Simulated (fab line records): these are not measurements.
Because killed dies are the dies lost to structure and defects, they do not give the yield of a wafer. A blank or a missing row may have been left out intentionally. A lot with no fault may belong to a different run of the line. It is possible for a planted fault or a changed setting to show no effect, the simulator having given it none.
Check of tool commonality | flow sky130 | 13 lots and 39 wafers in the sample

## THE REASON FOR OPENING IT
SKY_LDD_P_TW_MEAS_11, reading LDD_P_TW: flagged on 2 of 13 lots. Fault-free wafers read 636, with a standard deviation of 3.3.
Rule: flag the lot when none of its wafers has a number, or when each of its wafers that has one lies beyond 4 standard deviations from that mean. The other lots count as sound.

lot  | measured     | on            | LDD_P_TW, wafer by wafer | flag
L572 | day 19 04:46 | film-metro-03 | 640 638 638              |
L573 | day 19 16:49 | film-metro-02 | 638 643 640              |
L574 | day 20 09:50 | film-metro-03 | 636 634 634              |
L576 | day 20 16:47 | film-metro-01 | 639 635 639              |
L578 | day 21 18:28 | film-metro-01 | 617 615 616              | FLAGGED
L579 | day 21 22:35 | film-metro-03 | 615 618 615              | FLAGGED
L580 | day 22 06:52 | film-metro-02 | 642 638 641              |
L584 | day 24 01:16 | film-metro-02 | 636 635 640              |
L587 | day 24 19:05 | film-metro-03 | 631 631 636              |
L588 | day 25 02:56 | film-metro-01 | 634 634 635              |
L590 | day 25 15:12 | film-metro-01 | 636 631 633              |
L593 | day 26 10:58 | film-metro-01 | 634 633 630              |
L595 | day 27 10:47 | film-metro-03 | 637 642 638              |
Average over the flagged lots: 616; offset from the usual -20, equal to -6 standard deviations.

## WHICH TOOL EACH LOT WENT THROUGH
The record holds 1 process step before the reading, out of a route of 708 steps. Every cell lists first the tool, next ch and the chambers used by the sampled wafers, and last the start.
lot  | flag    | SKY_LDD_P_IMPLANT_09
L572 |         | implanter-04 ch 0, day 19 04:31
L573 |         | implanter-03 ch 0, day 19 16:34
L574 |         | implanter-01 ch 0, day 20 09:35
L576 |         | implanter-04 ch 0, day 20 16:31
L578 | FLAGGED | implanter-04 ch 0, day 21 18:13
L579 | FLAGGED | implanter-04 ch 0, day 21 22:22
L580 |         | implanter-01 ch 0, day 22 06:37
L584 |         | implanter-01 ch 0, day 24 01:02
L587 |         | implanter-01 ch 0, day 24 18:50
L588 |         | implanter-04 ch 0, day 25 02:41
L590 |         | implanter-01 ch 0, day 25 14:58
L593 |         | implanter-03 ch 0, day 26 10:44
L595 |         | implanter-04 ch 0, day 27 10:35
What these steps do:
- SKY_LDD_P_IMPLANT_09
- SKY_LDD_P_TW_MEAS_11

## FLAGGED OVER TOTAL, TOOL BY TOOL (the gauges that took the reading come last)
step                 | tool          | lots run | flagged | share of the flagged lots | sound lots run after its first flagged lot
SKY_LDD_P_IMPLANT_09 | implanter-01  | 5        | 0       | none                      | -
SKY_LDD_P_IMPLANT_09 | implanter-03  | 2        | 0       | none                      | -
SKY_LDD_P_IMPLANT_09 | implanter-04  | 6        | 2       | all                       | 2 (L588,L595)
SKY_LDD_P_TW_MEAS_11 | film-metro-01 | 5        | 1       | some                      | 3 (L588,L590,L593)
SKY_LDD_P_TW_MEAS_11 | film-metro-02 | 3        | 0       | none                      | -
SKY_LDD_P_TW_MEAS_11 | film-metro-03 | 5        | 1       | some                      | 2 (L587,L595)

## WHAT IS ALLOWED BY THE TABLE
In the table, 1 row covers all flagged lots: implanter-04 at SKY_LDD_P_IMPLANT_09.
- implanter-04 at SKY_LDD_P_IMPLANT_09 ran 6 lots, 2 of them flagged. After the first flagged lot (L588, L595), sound lots still ran on it; a lasting fault on the whole tool would not permit that. Its own readings (dose-ions-cm2) fall more than 4 standard deviations out on all wafers of the flagged lots.
No row of the table ran every flagged lot and no sound lot after the first.

## WHAT THE SIMULATOR PUT IN
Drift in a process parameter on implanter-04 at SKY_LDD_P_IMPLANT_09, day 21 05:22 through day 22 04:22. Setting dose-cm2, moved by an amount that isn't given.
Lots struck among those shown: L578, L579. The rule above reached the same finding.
